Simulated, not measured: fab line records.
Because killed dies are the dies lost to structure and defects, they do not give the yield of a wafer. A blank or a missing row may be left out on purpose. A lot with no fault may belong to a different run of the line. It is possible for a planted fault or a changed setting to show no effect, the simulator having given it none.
The tool behind it: which one? + flow gf180mcu + 12 lots, 36 wafers sampled, at 5 steps of a route of 602

WHAT THE GAUGES SHOWED, per wafer
GF_V1_OVL_MEAS_15. Usual: V1_OVL gives -3 nm (standard deviation 5.4).
| lot  | measured     | on         | V1_OVL (nm)       | flag |
|------|--------------|------------|-------------------|------|
| L808 | day 18 09:52 | overlay-02 | -10 -7 -9         |      |
| L810 | day 19 07:00 | overlay-01 | 2 0 -1            |      |
| L811 | day 19 07:31 | overlay-02 | -14 -14 -11       |      |
| L812 | day 19 18:14 | overlay-02 | 42 46 44 44 50 47 | OFF  |
| L813 | day 20 06:35 | overlay-02 | -10 -5 -6         |      |
| L814 | day 20 11:44 | overlay-02 | 46 45 51 49 49 56 | OFF  |
| L816 | day 21 06:20 | overlay-01 | -6 -5 -7          |      |
| L818 | day 21 19:16 | overlay-02 | 37 33 36 42 35 38 | OFF  |
| L821 | day 23 06:40 | overlay-02 | -2 -5 1           |      |
| L822 | day 23 10:10 | overlay-02 | -6 -4 -2          |      |
| L824 | day 24 05:53 | overlay-01 | -4 -5 -5          |      |
| L827 | day 24 21:50 | overlay-02 | -2 -2 -1          |      |

WHICH TOOL RAN EACH LOT (tool, then ch and the chambers of the sampled wafers, then the start)
| lot  | GF_CONTACT_CVD_02               | GF_CONTACT_CMP_04             | GF_M1_SPUTTER_01            | GF_V1_EXPOSE_11                  |
|------|---------------------------------|-------------------------------|-----------------------------|----------------------------------|
| L808 | pecvd-01 ch 1,2, day 15 09:04   | cmp-02 ch 2,3, day 15 09:14   | pvdSputter-04, day 16 09:29 | krfScanner-02 ch 0, day 17 21:58 |
| L810 | pecvd-02 ch 1,2, day 16 05:52   | cmp-01 ch 0,2,3, day 16 06:02 | pvdSputter-04, day 17 06:32 | krfScanner-02 ch 0, day 18 19:04 |
| L811 | pecvd-03 ch 1,2, day 16 06:16   | cmp-01 ch 2,3, day 16 06:24   | pvdSputter-02, day 17 06:52 | krfScanner-02 ch 0, day 18 19:32 |
| L812 | pecvd-01 ch 0,2, day 16 14:50   | cmp-01 ch 0,3, day 16 14:58   | pvdSputter-04, day 17 15:25 | krfScanner-02 ch 0, day 19 05:59 |
| L813 | pecvd-02 ch 0,1, day 17 03:46   | cmp-02 ch 0,2,3, day 17 03:59 | pvdSputter-01, day 18 05:16 | krfScanner-01 ch 0, day 19 19:01 |
| L814 | pecvd-02 ch 0,1, day 17 08:47   | cmp-01 ch 1,2,3, day 17 08:55 | pvdSputter-01, day 18 09:46 | krfScanner-02 ch 0, day 20 00:05 |
| L816 | pecvd-01 ch 0,1,2, day 18 02:13 | cmp-01 ch 1,2, day 18 02:20   | pvdSputter-04, day 19 04:47 | krfScanner-01 ch 0, day 20 18:04 |
| L818 | pecvd-01 ch 0,1, day 18 16:18   | cmp-02 ch 0,1, day 18 16:29   | pvdSputter-04, day 19 18:35 | krfScanner-02 ch 0, day 21 07:58 |
| L821 | pecvd-02 ch 1,2, day 20 00:07   | cmp-02 ch 1,2,3, day 20 00:17 | pvdSputter-01, day 21 01:20 | krfScanner-01 ch 0, day 22 13:50 |
| L822 | pecvd-02 ch 0,2, day 20 07:23   | cmp-01 ch 0,1,2, day 20 07:40 | pvdSputter-01, day 21 08:59 | krfScanner-01 ch 0, day 22 22:14 |
| L824 | pecvd-02 ch 0,1,2, day 21 01:58 | cmp-02 ch 0,1, day 21 02:06   | pvdSputter-02, day 22 03:09 | krfScanner-01 ch 0, day 23 18:16 |
| L827 | pecvd-02 ch 0,2, day 21 21:49   | cmp-02 ch 0,3, day 21 21:56   | pvdSputter-01, day 22 22:52 | krfScanner-01 ch 0, day 24 11:08 |
- GF_CONTACT_CVD_02: deposits SiO2 from TEOS, target thk 860 nm, time 95.992 s.
- GF_CONTACT_CMP_04: polishes SiO2.
- GF_M1_SPUTTER_01: material TiN, target thk 30 nm, time 25 s.
- GF_V1_EXPOSE_11: exposes mask Via1, target cd 260 nm.

AS READ BY THE TOOLS THEMSELVES (means over the sampled wafers that have a number; for cases with no such wafer, the mark the record gives instead)
GF_CONTACT_CVD_02. Usual: heaterPowerW 705 W, standard deviation 76.
| lot  | tool     | heaterPowerW (W) | flag |
|------|----------|------------------|------|
| L808 | pecvd-01 | 652              |      |
| L810 | pecvd-02 | 746              |      |
| L811 | pecvd-03 | 726              |      |
| L812 | pecvd-01 | 686              |      |
| L813 | pecvd-02 | 785              |      |
| L814 | pecvd-02 | 729              |      |
| L816 | pecvd-01 | 640              |      |
| L818 | pecvd-01 | 675              |      |
| L821 | pecvd-02 | 745              |      |
| L822 | pecvd-02 | 768              |      |
| L824 | pecvd-02 | 757              |      |
| L827 | pecvd-02 | 719              |      |

GF_CONTACT_CMP_04. Usual: motorCurrentA 11.5 A, standard deviation 1.1; platenRpm 60.00 rpm, standard deviation 0.043; slurryFilterDpKPa 13.48 kPa, standard deviation 0.14; slurryFlowMlMin 150.0, standard deviation 0.51; timeToEndpointS 111 s, standard deviation 5.4.
| lot  | tool   | motorCurrentA (A) | platenRpm (rpm) | slurryFilterDpKPa (kPa) | slurryFlowMlMin | timeToEndpointS (s) | flag |
|------|--------|-------------------|-----------------|-------------------------|-----------------|---------------------|------|
| L808 | cmp-02 | 11.4              | 60.03           | 13.43                   | 150.6           | 107                 |      |
| L810 | cmp-01 | 11.1              | 59.99           | 13.35                   | 149.7           | 108                 |      |
| L811 | cmp-01 | 10.7              | 60.00           | 13.54                   | 149.6           | 113                 |      |
| L812 | cmp-01 | 11.1              | 60.00           | 13.51                   | 149.9           | 111                 |      |
| L813 | cmp-02 | 11.8              | 59.95           | 13.42                   | 150.5           | 107                 |      |
| L814 | cmp-01 | 11.3              | 60.05           | 13.47                   | 149.7           | 113                 |      |
| L816 | cmp-01 | 10.9              | 60.02           | 13.44                   | 149.7           | 119                 |      |
| L818 | cmp-02 | 13.0              | 59.97           | 13.46                   | 150.4           | 112                 |      |
| L821 | cmp-02 | 12.3              | 60.01           | 13.60                   | 150.1           | 111                 |      |
| L822 | cmp-01 | 10.9              | 59.97           | 13.42                   | 150.1           | 114                 |      |
| L824 | cmp-02 | 13.4              | 59.96           | 13.46                   | 149.8           | 105                 |      |
| L827 | cmp-02 | 11.4              | 60.02           | 13.32                   | 150.5           | 102                 |      |

GF_M1_SPUTTER_01. Usual: throttleValvePct 29.7 %, standard deviation 1.
| lot  | tool          | throttleValvePct (%) | flag |
|------|---------------|----------------------|------|
| L808 | pvdSputter-04 | 29.4                 |      |
| L810 | pvdSputter-04 | 30.0                 |      |
| L811 | pvdSputter-02 | 28.8                 |      |
| L812 | pvdSputter-04 | 30.8                 |      |
| L813 | pvdSputter-01 | 30.0                 |      |
| L814 | pvdSputter-01 | 30.7                 |      |
| L816 | pvdSputter-04 | 29.3                 |      |
| L818 | pvdSputter-04 | 29.8                 |      |
| L821 | pvdSputter-01 | 29.9                 |      |
| L822 | pvdSputter-01 | 30.5                 |      |
| L824 | pvdSputter-02 | 29.0                 |      |
| L827 | pvdSputter-01 | 29.2                 |      |

GF_V1_EXPOSE_11. Usual: stageVelMmS 500.06 mm/s, standard deviation 0.23.
| lot  | tool          | stageVelMmS (mm/s) | flag |
|------|---------------|--------------------|------|
| L808 | krfScanner-02 | 499.85             |      |
| L810 | krfScanner-02 | 500.09             |      |
| L811 | krfScanner-02 | 500.19             |      |
| L812 | krfScanner-02 | 499.91             |      |
| L813 | krfScanner-01 | 500.04             |      |
| L814 | krfScanner-02 | 500.04             |      |
| L816 | krfScanner-01 | 499.83             |      |
| L818 | krfScanner-02 | 500.26             |      |
| L821 | krfScanner-01 | 499.80             |      |
| L822 | krfScanner-01 | 500.39             |      |
| L824 | krfScanner-01 | 499.87             |      |
| L827 | krfScanner-01 | 500.15             |      |

THE ANSWER, worked out from the rows above alone
Rule: lot off if the mean of its wafers having a number is beyond 3 standard deviations from the usual mean. A lot without any number at a reading at which 4 lots or more have one is off too. The other lots that the step has rows for count as sound. Order of review: gauges by route order, followed by the tools' own readings, for which a lot's mean as printed above is used. At the first step where some lot is off, the reading lying furthest off is the one used; lots without a number count as furthest.
Off: L812, L814, L818, at GF_V1_OVL_MEAS_15 (V1_OVL).
A tool fits if, at a process step before that reading, it ran every lot that is off, and no sound lot after the first of them. Those tools and the gauges at GF_V1_OVL_MEAS_15 are tried in the same way. One candidate fits, namely krfScanner-02 at GF_V1_EXPOSE_11. A fault onset in the window from L811 (day 18 19:32, its last sound lot) to L812 (day 19 05:59, its first lot off) fits.

WHAT WAS PUT IN BY THE SIMULATOR
Scanner matching overlay: krfScanner-02, from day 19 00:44 on, at GF_V1_EXPOSE_11. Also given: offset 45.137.
Shown lots that were struck: L812, L814, L818. The same result came from the rule above.
